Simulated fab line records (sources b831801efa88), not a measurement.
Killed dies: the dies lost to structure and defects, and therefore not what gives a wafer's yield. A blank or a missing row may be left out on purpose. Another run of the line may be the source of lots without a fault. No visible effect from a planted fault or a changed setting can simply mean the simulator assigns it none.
Comparing a struck lot with a sound one	flow gf180mcu	19 out of 602 route steps
Sound: these wafers, L921.2, L921.3, L921.6. The struck wafers were L930.4, L930.6. Last of all comes the cause.
Order at every step that has rows: each side's tool, ch and its chambers, its first start. Under that, the readings that differ: sound wafers	struck wafers	difference of the means	sigmas: that difference in standard deviations of wafers without a fault.
alike: readings whose means differ by less than 2 such deviations, and words and numbers that are the same on both sides. not compared: withheld readings, readings that some wafer has no value for, bounds like >300 that may hide the same value, and numbers for which the record gives no deviation and whose values overlap.
Wherever a step has rows on one side only, a row that says differs or no value, or a row with sigmas, the two part there. Numbers that have no deviation but don't overlap get no sigmas and don't part them. Lack of a reading on every wafer of one side parts them only where that side has two or more wafers.

first, 1 step without rows for these wafers: GF_STI_DEVELOP_11 (develop time 60 s).
GF_STI_CD_MEAS_12 targets a cd of 220 nm.
  sound: cd sem-01 at day 2 06:14; struck: cd sem-02 at day 4 05:43
  alike: cd nm
GF_STI_ETCH_13: etches the open film in CHF3/O2, stops on Si, target depth 282.31 nm, time 112.9 s.
  sound on rie diel-03 ch 1,2, day 2 06:20; struck on rie diel-04 ch 0,2, day 4 05:47
  alike: drypump motor current A, oes product au, throttle valve pct
  not compared: rf hours counter h
GF_STI_ETCH_14: etches Si in HBr/Cl2/O2, target depth 360 nm, time 102.9 s.
  sound on rie si-02 ch 0,1,2, day 2 06:25; struck on rie si-01 ch 0,3, day 4 05:52
  alike: drypump motor current A, oes product au, throttle valve pct
  not compared: rf hours counter h
GF_STI_STRIP_15: strips in O2/N2.
  sound on plasma asher-02 ch 0,1, day 2 06:29; struck on plasma asher-03 ch 0, day 4 05:58
reading	sound	struck	difference	sigmas
heater power w (W)	312 326 308	334 329	+16	+2
  alike: drypump motor current A, oes product au, strip time to endpoint s
  not compared: rf hours counter h
then, 6 steps without rows for these wafers: GF_STI_CLEAN_16 (cleans in dHF, time 25 s); GF_STI_WET_ETCH_17 (etches Si3N4 in H3PO4, target depth 45 nm, time 514 s); GF_STI_CLEAN_18 (cleans in SC1/SC2, time 150 s); GF_STI_CLEAN_19 (cleans in dHF, time 20 s); GF_STI_WET_ETCH_20 (etches SiO2 in dHF, target depth 20 nm, time 400 s); GF_STI_OXIDATION_21 (stabilise 600 s, purge 300 s, target thk 15 nm).
GF_STI_THK_MEAS_22:
  sound: film metro-01 at day 2 08:05; struck: film metro-01 at day 4 08:22
reading	sound	struck	difference	sigmas
STI_OXIDATION_01_THK (nm)	14.96 14.75 14.57	15.60 15.61	+0.85	+3
GF_STI_CVD_23: deposits SiO2, target thk 650 nm, time 108.3 s.
  sound on hdpcvd-02 ch 1,2, day 2 08:08; struck on hdpcvd-01 ch 1,2, day 4 08:26
reading	sound	struck	difference	sigmas
model.SiO2_of_STI_CVD_23.thk nm (nm)	643.3 655.4 641.8	221.9 212.7	-429.5	
  alike: sih4 flow sccm
GF_STI_THK_MEAS_24:
  sound: film metro-02 at day 2 08:13; struck: film metro-01 at day 4 08:30
reading	sound	struck	difference	sigmas
STI_CVD_23_THK (nm)	643 656 642	222 213	-430	-48
GF_STI_CMP_25: polishes, stops on Si3N4, t overpolish 33 s, target thk 524.6 nm.
  sound on cmp-01 ch 0,1, day 2 08:22; struck on cmp-02 ch 0, day 4 08:35
reading	sound	struck	difference	sigmas
motor current A (A)	11.1 11.5 11.1	14.5 14.9	+3.5	+2
time to endpoint s (s)	124 131 119	41 40	-84	-20
  alike: edge zone pressure frac
then, 2 steps without rows for these wafers: GF_STI_WET_ETCH_26 (etches SiO2 in dHF, target depth 94 nm, time 188 s); GF_STI_WET_ETCH_27 (etches Si3N4 in H3PO4, target depth 160 nm, time 1825 s).
GF_STI_WET_ETCH_28: etches SiO2 in dHF, target depth 20 nm, time 40 s.
  sound on wet bench-02 ch 0, day 2 09:15; struck on wet bench-03 ch 2, day 4 09:28
reading	sound	struck	difference	sigmas
model.SiO2_of_STI_CVD_23.thk nm (nm)	402.9 403.8 404.3	101.1 92.32	-307.0	
then, 1 step without rows for these wafers: GF_STI_OXIDATION_29 (stabilise 600 s, purge 300 s, target thk 10 nm).

== WHERE THEY PART ==
Earliest at GF_STI_STRIP_15; latest, in this record, at GF_STI_CMP_25.

WHY: what had been put in by the simulator
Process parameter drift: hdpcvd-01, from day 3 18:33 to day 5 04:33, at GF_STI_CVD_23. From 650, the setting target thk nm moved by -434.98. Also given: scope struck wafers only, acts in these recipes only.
